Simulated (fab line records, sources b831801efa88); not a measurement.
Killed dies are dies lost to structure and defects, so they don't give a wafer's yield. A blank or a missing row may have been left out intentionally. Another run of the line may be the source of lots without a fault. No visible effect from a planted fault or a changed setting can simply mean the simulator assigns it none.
Which tool was responsible? / flow sky130 / 13 lots, 37 wafers sampled, at 4 steps of a route of 708

WHAT THE GAUGES READ, wafer by wafer
SKY_SONOS_TUNNEL_OVL_MEAS_08. Usual: SONOS_TUNNEL_OVL 0.9 nm, standard deviation 1.3.
lot=L525; measured=day 12 02:30; on=overlay-01; SONOS_TUNNEL_OVL (nm)=0.5 1.7 -0.5; flag=
lot=L526; measured=day 12 11:49; on=overlay-02; SONOS_TUNNEL_OVL (nm)=0.6 0.1 1.0; flag=
lot=L527; measured=day 12 14:09; on=overlay-01; SONOS_TUNNEL_OVL (nm)=0.5 -0.1 1.9; flag=
lot=L528; measured=day 12 23:32; on=overlay-01; SONOS_TUNNEL_OVL (nm)=2.7 2.7 2.5; flag=
lot=L529; measured=day 13 03:44; on=overlay-01; SONOS_TUNNEL_OVL (nm)=0.8 1.6 1.5; flag=
lot=L530; measured=day 13 08:32; on=overlay-01; SONOS_TUNNEL_OVL (nm)=1.2 1.7 -0.4; flag=
lot=L533; measured=day 14 13:42; on=overlay-01; SONOS_TUNNEL_OVL (nm)=3.8 3.4; flag=
lot=L535; measured=day 14 22:03; on=overlay-01; SONOS_TUNNEL_OVL (nm)=1.3 1.7 1.9; flag=
lot=L538; measured=day 16 08:15; on=overlay-02; SONOS_TUNNEL_OVL (nm)=-0.8 -1.2 -0.1; flag=
lot=L539; measured=day 16 16:52; on=overlay-01; SONOS_TUNNEL_OVL (nm)=1.9 1.0 1.3; flag=
lot=L540; measured=day 16 21:05; on=overlay-01; SONOS_TUNNEL_OVL (nm)=1.2 0.7 3.6; flag=
lot=L544; measured=day 18 13:34; on=overlay-02; SONOS_TUNNEL_OVL (nm)=-0.3 1.1 1.2; flag=
lot=L548; measured=day 19 08:11; on=overlay-01; SONOS_TUNNEL_OVL (nm)=0.4 0.7; flag=

SKY_POLY_GATE_THK_MEAS_21. Usual: POLY_GATE_OXIDATION_THK 4.01 nm, standard deviation 0.085.
lot=L525; measured=day 17 12:36; on=filmMetro-03; POLY_GATE_OXIDATION_THK (nm)=3.98 4.10 4.05; flag=
lot=L526; measured=day 17 21:50; on=filmMetro-01; POLY_GATE_OXIDATION_THK (nm)=3.94 3.94 4.00; flag=
lot=L527; measured=day 17 19:31; on=filmMetro-02; POLY_GATE_OXIDATION_THK (nm)=4.08 4.07 4.17; flag=
lot=L528; measured=day 18 07:39; on=filmMetro-02; POLY_GATE_OXIDATION_THK (nm)=4.10 4.07 4.06; flag=
lot=L529; measured=day 18 11:04; on=filmMetro-02; POLY_GATE_OXIDATION_THK (nm)=4.07 4.04 4.08; flag=
lot=L530; measured=day 18 19:39; on=filmMetro-01; POLY_GATE_OXIDATION_THK (nm)=4.01 4.11 4.07; flag=
lot=L533; measured=day 20 05:46; on=filmMetro-01; POLY_GATE_OXIDATION_THK (nm)=4.00 3.97; flag=
lot=L535; measured=day 20 12:05; on=filmMetro-01; POLY_GATE_OXIDATION_THK (nm)=3.97 4.01 3.84; flag=
lot=L538; measured=day 22 07:19; on=filmMetro-02; POLY_GATE_OXIDATION_THK (nm)=6.48 6.61 6.50 6.50 6.59 6.51; flag=OFF
lot=L539; measured=day 22 08:44; on=filmMetro-03; POLY_GATE_OXIDATION_THK (nm)=6.45 6.42 6.55 6.44 6.47 6.53; flag=OFF
lot=L540; measured=day 22 16:50; on=filmMetro-01; POLY_GATE_OXIDATION_THK (nm)=4.12 4.16 4.09; flag=
lot=L544; measured=day 24 04:54; on=filmMetro-03; POLY_GATE_OXIDATION_THK (nm)=3.98 4.00 4.05; flag=
lot=L548; measured=day 24 22:38; on=filmMetro-03; POLY_GATE_OXIDATION_THK (nm)=4.06 4.10; flag=

SKY_LDD_HVN_OVL_MEAS_07. Usual: LDD_HVN_OVL 0.6 nm, standard deviation 1.1.
lot=L525; measured=day 21 09:44; on=overlay-01; LDD_HVN_OVL (nm)=2.5 -0.3 0.7; flag=
lot=L526; measured=day 21 20:41; on=overlay-02; LDD_HVN_OVL (nm)=-0.5 -1.4 -0.1; flag=
lot=L527; measured=day 21 17:05; on=overlay-02; LDD_HVN_OVL (nm)=2.4 0.2 1.5; flag=
lot=L528; measured=day 22 05:41; on=overlay-01; LDD_HVN_OVL (nm)=-1.1 0.7 0.3; flag=
lot=L529; measured=day 22 09:35; on=overlay-01; LDD_HVN_OVL (nm)=0.7 0.4 0.0; flag=
lot=L530; measured=day 22 17:23; on=overlay-01; LDD_HVN_OVL (nm)=1.0 -0.4 -1.0; flag=
lot=L533; measured=day 24 03:47; on=overlay-02; LDD_HVN_OVL (nm)=0.2 0.3; flag=
lot=L535; measured=day 24 08:24; on=overlay-02; LDD_HVN_OVL (nm)=1.1 1.6 0.2; flag=
lot=L538; measured=day 25 22:11; on=overlay-01; LDD_HVN_OVL (nm)=0.6 1.9 1.0; flag=
lot=L539; measured=day 26 01:11; on=overlay-01; LDD_HVN_OVL (nm)=0.7 1.1 1.8; flag=
lot=L540; measured=day 26 10:25; on=overlay-02; LDD_HVN_OVL (nm)=-0.5 0.2 -0.1; flag=
lot=L544; measured=day 27 21:23; on=overlay-01; LDD_HVN_OVL (nm)=2.7 3.7 1.8; flag=
lot=L548; measured=day 28 13:31; on=overlay-02; LDD_HVN_OVL (nm)=0.1 -0.3; flag=

EACH LOT AND THE TOOL THAT RAN IT (in order: tool; ch and the chambers of the sampled wafers; start)
lot=L525; SKY_POLY_GATE_OXIDATION_20=furnace-02 ch 0, day 17 11:21
lot=L526; SKY_POLY_GATE_OXIDATION_20=furnace-01 ch 0, day 17 20:35
lot=L527; SKY_POLY_GATE_OXIDATION_20=furnace-02 ch 0, day 17 18:16
lot=L528; SKY_POLY_GATE_OXIDATION_20=furnace-01 ch 0, day 18 06:23
lot=L529; SKY_POLY_GATE_OXIDATION_20=furnace-01 ch 0, day 18 09:47
lot=L530; SKY_POLY_GATE_OXIDATION_20=furnace-01 ch 0, day 18 18:24
lot=L533; SKY_POLY_GATE_OXIDATION_20=furnace-02 ch 0, day 20 04:31
lot=L535; SKY_POLY_GATE_OXIDATION_20=furnace-01 ch 0, day 20 10:50
lot=L538; SKY_POLY_GATE_OXIDATION_20=furnace-02 ch 0, day 22 03:24
lot=L539; SKY_POLY_GATE_OXIDATION_20=furnace-02 ch 0, day 22 06:04
lot=L540; SKY_POLY_GATE_OXIDATION_20=furnace-01 ch 0, day 22 15:34
lot=L544; SKY_POLY_GATE_OXIDATION_20=furnace-02 ch 0, day 24 03:38
lot=L548; SKY_POLY_GATE_OXIDATION_20=furnace-02 ch 0, day 24 21:22
- SKY_POLY_GATE_OXIDATION_20: stabilise 600 s, purge 300 s, target thk 4 nm.

AS READ BY THE TOOLS THEMSELVES (means over the sampled wafers that have a number; for cases with no such wafer, the mark the record gives instead)
SKY_POLY_GATE_OXIDATION_20. Usual: spikeTcLowerC reads 849.5 C (standard deviation 1.3).
lot=L525; tool=furnace-02; spikeTcLowerC (C)=851.4; flag=
lot=L526; tool=furnace-01; spikeTcLowerC (C)=848.9; flag=
lot=L527; tool=furnace-02; spikeTcLowerC (C)=850.4; flag=
lot=L528; tool=furnace-01; spikeTcLowerC (C)=848.2; flag=
lot=L529; tool=furnace-01; spikeTcLowerC (C)=848.2; flag=
lot=L530; tool=furnace-01; spikeTcLowerC (C)=848.2; flag=
lot=L533; tool=furnace-02; spikeTcLowerC (C)=850.2; flag=
lot=L535; tool=furnace-01; spikeTcLowerC (C)=847.8; flag=
lot=L538; tool=furnace-02; spikeTcLowerC (C)=850.0; flag=
lot=L539; tool=furnace-02; spikeTcLowerC (C)=850.1; flag=
lot=L540; tool=furnace-01; spikeTcLowerC (C)=849.9; flag=
lot=L544; tool=furnace-02; spikeTcLowerC (C)=850.1; flag=
lot=L548; tool=furnace-02; spikeTcLowerC (C)=848.5; flag=

THE ANSWER, worked out from the rows above alone
Rule: a lot is off if the mean of its wafers that have a number lies more than 3 standard deviations from the usual mean. Also off: a lot with no number at a reading for which 4 or more lots have one. Where the step has rows for the other lots, those lots are counted as sound. The gauges are gone through in route order, then the tools' own readings, and for those a lot's mean is taken as printed above. At the first step where some lot is off, the reading lying furthest off is the one used; lots without a number count as furthest.
Off: L538, L539, seen at SKY_POLY_GATE_THK_MEAS_21 (POLY_GATE_OXIDATION_THK).
A tool fits if, at a process step before that reading, it ran every lot that is off, and no sound lot after the first of them. The gauges at SKY_POLY_GATE_THK_MEAS_21 are tried like those tools. Not one of the candidates tried fits.

WHAT THE SIMULATOR PUT IN
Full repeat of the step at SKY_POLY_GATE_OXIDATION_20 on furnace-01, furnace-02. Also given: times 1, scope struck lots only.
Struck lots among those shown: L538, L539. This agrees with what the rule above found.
